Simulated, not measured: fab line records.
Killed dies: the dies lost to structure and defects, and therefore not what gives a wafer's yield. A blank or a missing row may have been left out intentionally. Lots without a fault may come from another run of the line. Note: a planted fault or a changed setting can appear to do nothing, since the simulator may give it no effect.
Which tool did it? || flow sky130 || 12 lots, 36 wafers sampled, at 3 steps of a route of 708

## WHAT THE GAUGES SHOWED, per wafer
SKY_LOCAL_INTERCONNECT_OVL_MEAS_12.
{"lot": "L075", "measured": "day 30 22:55", "on": "overlay-01", "LOCAL_INTERCONNECT_OVL (nm)": "-7 -5 -5"}
{"lot": "L077", "measured": "day 31 06:22", "on": "overlay-01", "LOCAL_INTERCONNECT_OVL (nm)": "3 -1 5"}
{"lot": "L079", "measured": "day 32 01:03", "on": "overlay-02", "LOCAL_INTERCONNECT_OVL (nm)": "-5 -1 1"}
{"lot": "L081", "measured": "day 32 09:30", "on": "overlay-02", "LOCAL_INTERCONNECT_OVL (nm)": "-7 3 2"}
{"lot": "L083", "measured": "day 33 09:34", "on": "overlay-01", "LOCAL_INTERCONNECT_OVL (nm)": "-5 -6 -6"}
{"lot": "L085", "measured": "day 33 22:55", "on": "overlay-01", "LOCAL_INTERCONNECT_OVL (nm)": "3 8 8"}
{"lot": "L087", "measured": "day 34 15:28", "on": "overlay-02", "LOCAL_INTERCONNECT_OVL (nm)": "-5 -4 -4"}
{"lot": "L089", "measured": "day 35 23:32", "on": "overlay-02", "LOCAL_INTERCONNECT_OVL (nm)": "-14 1 -6"}
{"lot": "L092", "measured": "day 36 09:32", "on": "overlay-02", "LOCAL_INTERCONNECT_OVL (nm)": "7 2 4"}
{"lot": "L093", "measured": "day 37 02:53", "on": "overlay-01", "LOCAL_INTERCONNECT_OVL (nm)": "-1 -1 -1"}
{"lot": "L096", "measured": "day 37 08:44", "on": "overlay-01", "LOCAL_INTERCONNECT_OVL (nm)": "4 9 5"}
{"lot": "L097", "measured": "day 37 14:52", "on": "overlay-01", "LOCAL_INTERCONNECT_OVL (nm)": "-6 -2 -1"}

## WHAT TOOL EACH LOT RAN ON (gives the tool, then ch and the chambers of the sampled wafers, and finally the start)
{"lot": "L075", "SKY_DNWELL_STRIP_08": "plasma asher-03 ch 0,1, day 3 11:53", "SKY_LI_CONTACT_CVD_21": "cvd w-01 ch 0,1, day 29 18:25"}
{"lot": "L077", "SKY_DNWELL_STRIP_08": "plasma asher-03 ch 0,1, day 3 19:01", "SKY_LI_CONTACT_CVD_21": "cvd w-02 ch 0,1, day 30 04:05"}
{"lot": "L079", "SKY_DNWELL_STRIP_08": "plasma asher-02 ch 0,1, day 4 08:43", "SKY_LI_CONTACT_CVD_21": "cvd w-01 ch 0,1, day 30 20:19"}
{"lot": "L081", "SKY_DNWELL_STRIP_08": "plasma asher-02 ch 0,1, day 4 18:02", "SKY_LI_CONTACT_CVD_21": "cvd w-01 ch 0,1, day 31 05:46"}
{"lot": "L083", "SKY_DNWELL_STRIP_08": "plasma asher-02 ch 0,1, day 5 03:35", "SKY_LI_CONTACT_CVD_21": "cvd w-02 ch 0,1, day 32 06:01"}
{"lot": "L085", "SKY_DNWELL_STRIP_08": "plasma asher-04 ch 0,1, day 5 15:26", "SKY_LI_CONTACT_CVD_21": "cvd w-02 ch 0,1, day 32 19:51"}
{"lot": "L087", "SKY_DNWELL_STRIP_08": "plasma asher-03 ch 0,1, day 6 01:32", "SKY_LI_CONTACT_CVD_21": "cvd w-02 ch 0,1, day 33 12:14"}
{"lot": "L089", "SKY_DNWELL_STRIP_08": "plasma asher-03 ch 0, day 7 02:11", "SKY_LI_CONTACT_CVD_21": "cvd w-02 ch 0,1, day 34 20:56"}
{"lot": "L092", "SKY_DNWELL_STRIP_08": "plasma asher-03 ch 0,1, day 7 11:49", "SKY_LI_CONTACT_CVD_21": "cvd w-01 ch 1, day 35 06:23"}
{"lot": "L093", "SKY_DNWELL_STRIP_08": "plasma asher-03 ch 0,1, day 7 14:41", "SKY_LI_CONTACT_CVD_21": "cvd w-01 ch 1, day 35 23:48"}
{"lot": "L096", "SKY_DNWELL_STRIP_08": "plasma asher-02 ch 0,1, day 8 05:13", "SKY_LI_CONTACT_CVD_21": "cvd w-01 ch 0,1, day 36 06:14"}
{"lot": "L097", "SKY_DNWELL_STRIP_08": "plasma asher-04 ch 0,1, day 8 10:32", "SKY_LI_CONTACT_CVD_21": "cvd w-01 ch 0, day 36 12:36"}
- SKY_DNWELL_STRIP_08: strips in O2/N2.
- SKY_LI_CONTACT_CVD_21: deposits W, target thk 400 nm, time 120.56 s.

## THE ANSWER, worked out from the rows above alone
Rule: usual is defined by the lots themselves. Put in order of their means at a reading, lots are off if they are a third of the lots or fewer, leave a main group of 4 or more, and stand apart from it by a gap of 3 or more times the standard deviation of the main group's means; of several such gaps the widest counts. The tables above print the reading to a certain number of digits; a main group whose means all agree to those digits is not used. Also off: a lot with no number at a reading for which 4 or more lots have one. The other lots that the step has rows for count as sound.
No lot is off at any reading shown: from this, nothing can be told.

## WHAT THE SIMULATOR PUT IN
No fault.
